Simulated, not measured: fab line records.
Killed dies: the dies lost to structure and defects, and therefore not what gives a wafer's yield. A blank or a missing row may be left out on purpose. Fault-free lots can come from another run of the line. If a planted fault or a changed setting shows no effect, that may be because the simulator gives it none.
Which tool is to blame? | flow sky130 | 18 wafers from 6 lots sampled at 2 of the route's 708 steps

WHAT THE GAUGES SHOWED, per wafer
SKY_POLY_GATE_THK_MEAS_01.
lot  | measured     | on           | POLY_GATE_CVD_00_THK (nm)
L854 | day 14 12:40 | filmMetro-04 | 178.8 178.5 176.3
L857 | day 15 18:25 | filmMetro-03 | 177.3 178.8 178.2
L859 | day 16 15:36 | filmMetro-01 | 180.5 180.8 179.7
L862 | day 18 02:52 | filmMetro-04 | 182.2 181.7 181.7
L861 | day 18 02:47 | filmMetro-03 | 180.7 180.5 181.1
L874 | day 21 20:44 | filmMetro-04 | 179.4 178.6 177.9

WHAT TOOL EACH LOT RAN ON (gives the tool, then ch and the chambers of the sampled wafers, and finally the start)
lot  | SKY_POLY_GATE_CVD_00
L854 | lpcvd-01 ch 1, day 14 11:28
L857 | lpcvd-01 ch 1, day 15 17:13
L859 | lpcvd-01 ch 1, day 16 14:23
L862 | lpcvd-01 ch 0, day 18 00:05
L861 | lpcvd-01 ch 0, day 18 00:05
L874 | lpcvd-01 ch 1, day 21 19:32
- SKY_POLY_GATE_CVD_00: deposits poly-Si, target thk 180 nm, time 720 s.

THE ANSWER, worked out from the rows above alone
Rule: what is usual is taken from the lots themselves. The widest of any qualifying gaps counts: lots, ordered by their means at a reading, are off when they make up no more than a third of the lots, leave a main group of 4 or more, and stand apart from it by 3 or more times the standard deviation of that group's means. The tables above print the reading to a certain number of digits; a main group whose means all agree to those digits is not used. A lot without any number at a reading at which 4 lots or more have one is off too. Any other lot the step has rows for is counted as sound.
None of the lots is off at any reading shown; this tells nothing.

WHAT WAS PUT IN BY THE SIMULATOR
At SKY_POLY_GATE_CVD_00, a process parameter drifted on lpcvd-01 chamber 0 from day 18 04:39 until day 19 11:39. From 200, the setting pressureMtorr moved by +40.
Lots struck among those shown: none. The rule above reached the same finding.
